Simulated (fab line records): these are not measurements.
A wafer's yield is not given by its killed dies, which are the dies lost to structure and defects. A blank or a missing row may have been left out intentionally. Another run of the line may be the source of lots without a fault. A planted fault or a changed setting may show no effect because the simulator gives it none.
Matching of chambers | flow sky130 | SKY_VIA2_ETCH_15 on rie diel-01 has 4 sister chambers
The step etches SiO2 in C4F8/O2/Ar, stops on TiN, target depth 546 nm, time 84 s. 4 wafers are shown with their chamber, then 8 later ones without.

== WAFERS, EACH WITH ITS CHAMBER ==
wafer  | chamber | bias w (W)
L089.1 | 3       | 1201
L089.2 | 2       | 1199
L089.3 | 0       | 1200
L091.1 | 1       | 1198

== WAFERS WITHOUT THEIR CHAMBER ==
wafer  | bias w (W)
L091.2 | 1203
L091.4 | 1206
L092.1 | 1193
L092.4 | 1205
L092.6 | 1198
L093.2 | 1201
L093.3 | 1199
L093.6 | 1195

== WHICH CHAMBER EACH WENT THROUGH ==
wafer  | from the rows above               | in truth
L091.2 | can't be placed: 3 or 0 or 2 or 1 | 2
L091.4 | can't be placed: 3 or 0 or 2 or 1 | 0
L092.1 | can't be placed: 1 or 2 or 0 or 3 | 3
L092.4 | can't be placed: 3 or 0 or 2 or 1 | 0
L092.6 | can't be placed: 1 or 2 or 0 or 3 | 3
L093.2 | can't be placed: 3 or 0 or 2 or 1 | 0
L093.3 | can't be placed: 2 or 0 or 1 or 3 | 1
L093.6 | can't be placed: 1 or 2 or 0 or 3 | 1
Placed correctly: 0 of 8. Cannot be placed on the basis of these rows: 8; the candidates contain the true chamber in 8. Wrongly placed: 0.
How it was worked out, from the rows above alone: a wafer's distance from a chamber is the root of the sum, over the readings, of the square of ((its reading less the chamber's mean) divided by the reading's scatter). If the next closest chamber is less than 2 further off than the closest, the wafer can't be placed; otherwise it belongs to the closest. The mean given for a chamber averages the wafers shown for that chamber. The scatter (one wafer shown for each chamber): square how far every hidden wafer sits from the nearest shown wafer, average those squares and take the square root.
